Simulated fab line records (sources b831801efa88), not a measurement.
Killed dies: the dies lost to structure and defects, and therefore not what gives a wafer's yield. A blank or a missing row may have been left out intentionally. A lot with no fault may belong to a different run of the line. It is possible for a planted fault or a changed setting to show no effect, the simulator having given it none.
Struck lot and sound lot, side by side :: flow sky130 :: 15 steps out of a route of 708
Sound: the wafers L547.1, L547.3, L547.5. The struck wafers were L556.1, L556.3, L556.5. The cause comes at the end.
At each step with rows: each side's tool, then ch and its chambers, then its first start. Under that, the readings that differ: sound wafers :: struck wafers :: difference of the means :: sigmas: that difference in standard deviations of wafers without a fault.
alike: same words and numbers on both sides, and readings whose means sit less than 2 such deviations apart. not compared: any withheld reading, any reading some wafer has no value for, any bound like >300 that may hide the same value, and any number with overlapping values for which the record gives no deviation.
The two part at a step that has a row with sigmas, a row that says differs or no value, or rows on one side only. Numbers that have no deviation but don't overlap get no sigmas and don't part them. A reading missing from all wafers of one side parts the sides only when that side holds two or more wafers.

first, 3 steps without rows for these wafers: SKY_SONOS_ONO_WET_ETCH_18 (etches Si3N4 in H3PO4, target depth 15 nm, time 172 s); SKY_GATE_OXIDE_CLEAN_00 (cleans in SC1/SC2, time 150 s); SKY_GATE_OXIDE_OXIDATION_01 (stabilise 600 s, purge 300 s, target thk 10.268 nm).
SKY_GATE_OXIDE_THK_MEAS_02:
  struck on film metro-01, day 16 00:56; sound on film metro-02, day 12 21:04
  alike: GATE_OXIDE_OXIDATION_00_THK
then, 7 steps without rows for these wafers: SKY_GATE_OXIDE_DEHYDRATE_03 (time 60 s); SKY_GATE_OXIDE_HMDS_04 (prime time 60 s); SKY_GATE_OXIDE_COAT_05 (resist thk 1140 nm); SKY_GATE_OXIDE_SOFTBAKE_06 (time 60 s); SKY_GATE_OXIDE_EXPOSE_07 (exposes mask LVOM, target cd 600 nm); SKY_GATE_OXIDE_PEB_08; SKY_GATE_OXIDE_DEVELOP_09 (develop time 60 s).
SKY_GATE_OXIDE_OVL_MEAS_10:
  struck on overlay-02, day 17 05:15; sound on overlay-02, day 13 21:36
  alike: GATE_OXIDE_OVL
SKY_GATE_OXIDE_IMPLANT_11:
  sound on implanter-04 ch 0, day 13 21:38; struck on implanter-03 ch 0, day 17 05:17
reading: dose ions cm2
sound: 2.5941e+12 2.5978e+12 2.5969e+12
struck: 2.7188e+12 2.7167e+12 2.7178e+12
difference: +1.2150e+11
sigmas: +43
then, 1 step without rows for these wafers: SKY_GATE_OXIDE_WET_ETCH_12 (etches SiO2 in dHF, target depth 16.8 nm, time 336 s).
-- record jumps: 31 days separate the struck wafers' starts on either side; left off in module GATE_OXIDE, taken up again in module PAD_OPEN, whose first shown step is the route's number 708 --
SKY_PAD_OPEN_PROBE_99:
  struck on prober-01, day 48 05:07; sound on prober-02, day 45 13:37
reading: model.etest.pfet_01v8_lvt.drive ua um
sound: 175.9 175.6 173.5
struck: 177.5 180.2 179.7
difference: +4.1
sigmas: 

reading: model.etest.pfet_01v8_lvt.off log10 a um
sound: -8.709 -8.728 -8.888
struck: -8.396 -8.058 -7.999
difference: +0.624
sigmas: 

reading: model.etest.pfet_01v8_lvt.vt sat v (V)
sound: -0.4359 -0.4406 -0.4428
struck: -0.389 -0.3793 -0.3765
difference: +0.058
sigmas: 

reading: model.etest.pfet_01v8_lvt.vt v (V)
sound: -0.5295 -0.5334 -0.5322
struck: -0.4836 -0.4739 -0.4728
difference: +0.0549
sigmas: 

reading: model.etest.pfet_01v8_lvt.vt long v (V)
sound: -0.6451 -0.6484 -0.6473
struck: -0.6052 -0.5993 -0.5988
difference: +0.0458
sigmas: 

reading: model.etest.pfet_01v8_lvt.body rise v (V)
sound: -0.2029 -0.1998 -0.2025
struck: -0.2152 -0.2158 -0.2156
difference: -0.0138
sigmas: 
  alike: killed_at_M0_to_M3, killed_at_M4_up, killed at contacts, killed at front end, killed at other, killed dies, killed open, killed short

WHERE THEY PART
Only at SKY_GATE_OXIDE_IMPLANT_11, within this record. Later steps at which nothing parts them and some readings are alike: SKY_PAD_OPEN_PROBE_99.

WHY: whatever the simulator had introduced
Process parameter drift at SKY_GATE_OXIDE_IMPLANT_11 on implanter-03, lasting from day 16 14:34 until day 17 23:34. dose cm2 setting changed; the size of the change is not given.
